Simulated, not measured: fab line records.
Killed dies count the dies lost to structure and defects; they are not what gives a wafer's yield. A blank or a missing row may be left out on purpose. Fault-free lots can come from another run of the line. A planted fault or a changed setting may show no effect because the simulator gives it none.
Matching of chambers || flow sky130 || rie-diel-02 running SKY_VIA3_ETCH_15: 4 sister chambers
The step etches SiO2 in C4F8/O2/Ar, stops on TiN, target depth 507 nm, time 78 s. 4 wafers are shown with their chamber, then 8 later ones without.

## WAFERS WITH THEIR CHAMBER
{"wafer": "L084.6", "chamber": 3, "oes-product-au (a.u.)": 0.945}
{"wafer": "L086.5", "chamber": 2, "oes-product-au (a.u.)": 0.950}
{"wafer": "L086.6", "chamber": 0, "oes-product-au (a.u.)": 0.953}
{"wafer": "L091.1", "chamber": 1, "oes-product-au (a.u.)": 0.949}

## WAFERS WITH NO CHAMBER GIVEN
{"wafer": "L091.2", "oes-product-au (a.u.)": 0.952}
{"wafer": "L091.4", "oes-product-au (a.u.)": 0.945}
{"wafer": "L094.1", "oes-product-au (a.u.)": 0.939}
{"wafer": "L094.2", "oes-product-au (a.u.)": 0.941}
{"wafer": "L094.3", "oes-product-au (a.u.)": 0.946}
{"wafer": "L094.4", "oes-product-au (a.u.)": 0.943}
{"wafer": "L094.5", "oes-product-au (a.u.)": 0.940}
{"wafer": "L094.6", "oes-product-au (a.u.)": 0.945}

## WHICH CHAMBER EACH ONE RAN IN
{"wafer": "L091.2", "from the rows above": "can't be placed: 0 or 2 or 1 or 3", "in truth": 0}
{"wafer": "L091.4", "from the rows above": "can't be placed: 3 or 1 or 2", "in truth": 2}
{"wafer": "L094.1", "from the rows above": "can't be placed: 3 or 1 or 2", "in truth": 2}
{"wafer": "L094.2", "from the rows above": "can't be placed: 3 or 1 or 2", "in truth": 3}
{"wafer": "L094.3", "from the rows above": "can't be placed: 3 or 1 or 2 or 0", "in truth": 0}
{"wafer": "L094.4", "from the rows above": "can't be placed: 3 or 1 or 2", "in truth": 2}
{"wafer": "L094.5", "from the rows above": "can't be placed: 3 or 1 or 2", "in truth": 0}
{"wafer": "L094.6", "from the rows above": "can't be placed: 3 or 1 or 2", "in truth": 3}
Correct placement for 0 of the 8. From these rows, 8 cannot be placed; in 7 the true chamber is one of the candidates. Wrongly placed: 0.
How it was worked out, from the rows above alone: a wafer's distance from a chamber is the root of the sum, over the readings, of the square of ((its reading less the chamber's mean) divided by the reading's scatter). The wafer belongs to the nearest chamber; if the next one is less than 2 further off, it can't be placed. For every chamber, the mean is computed from those of its wafers that are shown. The scatter: with one shown wafer a chamber, the root of the mean of the squares of how far each hidden wafer lies from its nearest shown one.
